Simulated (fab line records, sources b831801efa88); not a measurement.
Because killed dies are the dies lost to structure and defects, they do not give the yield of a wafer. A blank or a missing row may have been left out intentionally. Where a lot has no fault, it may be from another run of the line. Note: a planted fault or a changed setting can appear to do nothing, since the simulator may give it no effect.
Problem report, 8D (eight disciplines) form, completed by code + flow sky130 + the parts of the form that need people (team, actions taken, sign-off) are left out

## 1. PROBLEM STATEMENT
On 3 wafers of 1 lot, killedAtContacts at SKY_PAD_OPEN_PROBE_99 has a mean of 57; fault-free wafers read 25, standard deviation 5. That puts it +6.3 standard deviations away from the usual mean.
The first sign was on wafer L168.1 at day 49 02:05, on prober-02. The record holds 9 wafers of 3 lots with a number at this step. Rule for "out" (also "out of limits"): further than 4 standard deviations from the usual mean. All remaining wafers that have a number are taken as sound.

## 2. WHAT IT IS, WHAT IT ISN'T
| question                    | is                     | is not                                                                                        |
|-----------------------------|------------------------|-----------------------------------------------------------------------------------------------|
| which readings at this step | killedAtContacts       | killed_at_M0_to_M3, killed_at_M4_up, killedAtFrontEnd, killedAtOther, killedOpen, killedShort |
| which lots                  | L168                   | L159, L171                                                                                    |
| which wafers of those lots  | all that have a number | -                                                                                             |
| read on which tools         | prober-02              | prober-01                                                                                     |
| when                        | from day 49 02:05      | up to then (3 sound wafers); but 3 sound wafers of L171 came after                            |

## 3. SUSPECTS, AND WHAT RULES EACH OUT
Counting: any tool at a process step up to the reading is kept as a suspect provided that every lot that is out went through it and no sound lot did after the first of them.
- wetBench-03 at SKY_LI_CONTACT_CLEAN_17 (cleans in NMP, time 600 s): kept. It ran the lot that is out, L168 (day 33 13:01), and no sound lot after that.
- rieMetal-01 at SKY_METAL5_DESCUM_14 (chemistry O2, time 11 s): kept. It ran the lot that is out, L168 (day 47 07:49), and no sound lot after that; its last sound lot up to then is L159 (day 44 23:37).
- rieDiel-01 at SKY_PAD_OPEN_ETCH_07 (etches the open film in CF4/O2, stops on AlCu, target depth 725 nm, time 161.1 s): kept. It ran the lot that is out, L168 (day 48 23:32), and no sound lot after that.
- plasmaAsher-01 at SKY_PAD_OPEN_STRIP_08 (strips in O2/N2): kept. It ran the lot that is out, L168 (day 48 23:39), and no sound lot after that; its last sound lot up to then is L159 (day 46 18:52).
- prober-02 at SKY_PAD_OPEN_PROBE_99: kept. It ran the lot that is out, L168 (day 49 02:05), and no sound lot after that. Its own readings are out on those wafers: killedAtContacts.
Left after counting: wetBench-03 at SKY_LI_CONTACT_CLEAN_17, rieMetal-01 at SKY_METAL5_DESCUM_14, rieDiel-01 at SKY_PAD_OPEN_ETCH_07, plasmaAsher-01 at SKY_PAD_OPEN_STRIP_08, prober-02 at SKY_PAD_OPEN_PROBE_99.

## 4. THE CAUSE (what the simulator had put in)
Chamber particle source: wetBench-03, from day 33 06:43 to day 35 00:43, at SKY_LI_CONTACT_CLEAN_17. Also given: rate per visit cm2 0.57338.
Of the 5 suspects that counting leaves, this tool is one.

## 5. THE CHAIN OF EFFECTS, in route order
Rows list readings where the struck wafers' mean (over those with a number) sits beyond 3 standard deviations from the usual. Only readings for which the record gives a usual standard deviation are gone through. hours: the time from each lot's start at the first step in this table that gives one to its start at this step, as a median over the lots. sigmas: the change in usual standard deviations.
| hours | step                  | reading          | usual | on struck wafers | change | sigmas |
|-------|-----------------------|------------------|-------|------------------|--------|--------|
| 0     | SKY_PAD_OPEN_PROBE_99 | killedAtContacts | 25    | 57               | +32    | +6.3   |
| 0     | SKY_PAD_OPEN_PROBE_99 | killedDies       | 85    | 119              | +34    | +3.9   |
Here are the process steps it includes:
- SKY_PAD_OPEN_PROBE_99

## 6. HOW IT WOULD HAVE BEEN CAUGHT EARLIER
First out-of-limits reading in this record: day 49 02:05, which is 379 hours after fault onset at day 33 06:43.
By day 49 02:05 the whole set of lots that are out, 1 in number, had already begun SKY_LI_CONTACT_CLEAN_17 on wetBench-03. Tool hold at that time: it would have spared none of them.
